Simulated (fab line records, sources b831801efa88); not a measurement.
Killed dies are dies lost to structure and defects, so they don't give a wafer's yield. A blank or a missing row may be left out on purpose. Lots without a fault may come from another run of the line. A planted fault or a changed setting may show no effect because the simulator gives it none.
A struck lot beside a sound one | flow sky130 | 18 steps out of a route of 708
Sound: wafers L326.1, L326.3, L326.5. Struck: wafers L316.4, L316.5, L316.6. The cause comes at the end.
At each step with rows: each side's tool, then ch and its chambers, then its first start. Under that, the readings that differ: sound wafers | struck wafers | difference of the means | sigmas: that difference in standard deviations of wafers without a fault.
alike: readings whose means differ by less than 2 such deviations, and words and numbers that are the same on both sides. not compared: withheld readings, readings that some wafer has no value for, bounds like >300 that may hide the same value, and numbers for which the record gives no deviation and whose values overlap.
The two part at a step that has a row with sigmas, a row that says differs or no value, or rows on one side only. Numbers that don't overlap but have no deviation are shown without sigmas and don't part them. A reading that every wafer of one side lacks parts them only if that side has two wafers or more.

first, 4 steps without rows for these wafers: SKY_VT_ADJUST_LVTN_SOFTBAKE_14 (time 60 s); SKY_VT_ADJUST_LVTN_EXPOSE_15 (exposes mask HVN STD DERIVED, target cd 600 nm); SKY_VT_ADJUST_LVTN_PEB_16; SKY_VT_ADJUST_LVTN_DEVELOP_17 (develop time 60 s).
SKY_VT_ADJUST_LVTN_OVL_MEAS_18:
  sound on overlay-02, day 12 11:26; struck on overlay-02, day 9 17:09
  alike: VT_ADJUST_LVTN_01_OVL
then, 1 step without rows for these wafers: SKY_VT_ADJUST_LVTN_IMPLANT_19.
SKY_VT_ADJUST_LVTN_STRIP_20: strips in O2/N2.
  sound on plasma_asher-01 ch 0,1, day 12 11:37; struck on plasma_asher-03 ch 0,1, day 9 17:21
  reading                      | sound             | struck            | difference | sigmas
  strip_time_to_endpoint_s (s) | 14.14 14.17 14.13 | 14.22 14.25 14.26 | +0.10      | +2
  alike: drypump_motor_current_A, oes_product_au
  not compared: rf_hours_counter_h
SKY_VT_ADJUST_LVTN_TW_MEAS_21:
  sound on film_metro-01, day 12 11:43; struck on film_metro-01, day 9 17:27
  alike: VT_ADJUST_LVTN_2_TW
then, 4 steps without rows for these wafers: SKY_VT_ADJUST_NCORE_DEHYDRATE_00 (time 60 s); SKY_VT_ADJUST_NCORE_HMDS_01 (prime time 60 s); SKY_VT_ADJUST_NCORE_COAT_02 (resist thk 1121 nm); SKY_VT_ADJUST_NCORE_SOFTBAKE_03 (time 60 s).
SKY_VT_ADJUST_NCORE_EXPOSE_04: exposes mask LVTN COMPLEMENT THIN, target cd 380 nm.
  sound on iline_stepper-01 ch 0, day 13 00:08; struck on iline_stepper-02 ch 0, day 10 03:30
  reading              | sound             | struck            | difference | sigmas
  exposure_dose_mJ_cm2 | 138.2 138.2 138.2 | 151.3 151.4 151.4 | +13.2      | +19
  alike: mask
then, 2 steps without rows for these wafers: SKY_VT_ADJUST_NCORE_PEB_05; SKY_VT_ADJUST_NCORE_DEVELOP_06 (develop time 60 s).
SKY_VT_ADJUST_NCORE_CD_MEAS_07: target cd 380 nm.
  sound on cd_sem-01, day 13 11:56; struck on cd_sem-02, day 10 14:56
  reading    | sound             | struck            | difference | sigmas
  cd_nm (nm) | 380.8 377.4 379.8 | 406.1 406.9 407.4 | +27.5      | +13
SKY_VT_ADJUST_NCORE_OVL_MEAS_08:
  sound on overlay-01, day 13 12:03; struck on overlay-02, day 10 15:01
  reading                  | sound       | struck         | difference | sigmas
  VT_ADJUST_NCORE_OVL (nm) | 0.9 2.7 1.0 | -1.2 -1.7 -4.0 | -3.8       | -3
SKY_PAD_OPEN_PROBE_99:
  the record has rows for the sound wafers here (prober-02, day 49 15:11) and none for the struck ones

WHERE THEY PART
First at SKY_VT_ADJUST_LVTN_STRIP_20; last, within this record, at SKY_PAD_OPEN_PROBE_99.

WHY: what the simulator had put in
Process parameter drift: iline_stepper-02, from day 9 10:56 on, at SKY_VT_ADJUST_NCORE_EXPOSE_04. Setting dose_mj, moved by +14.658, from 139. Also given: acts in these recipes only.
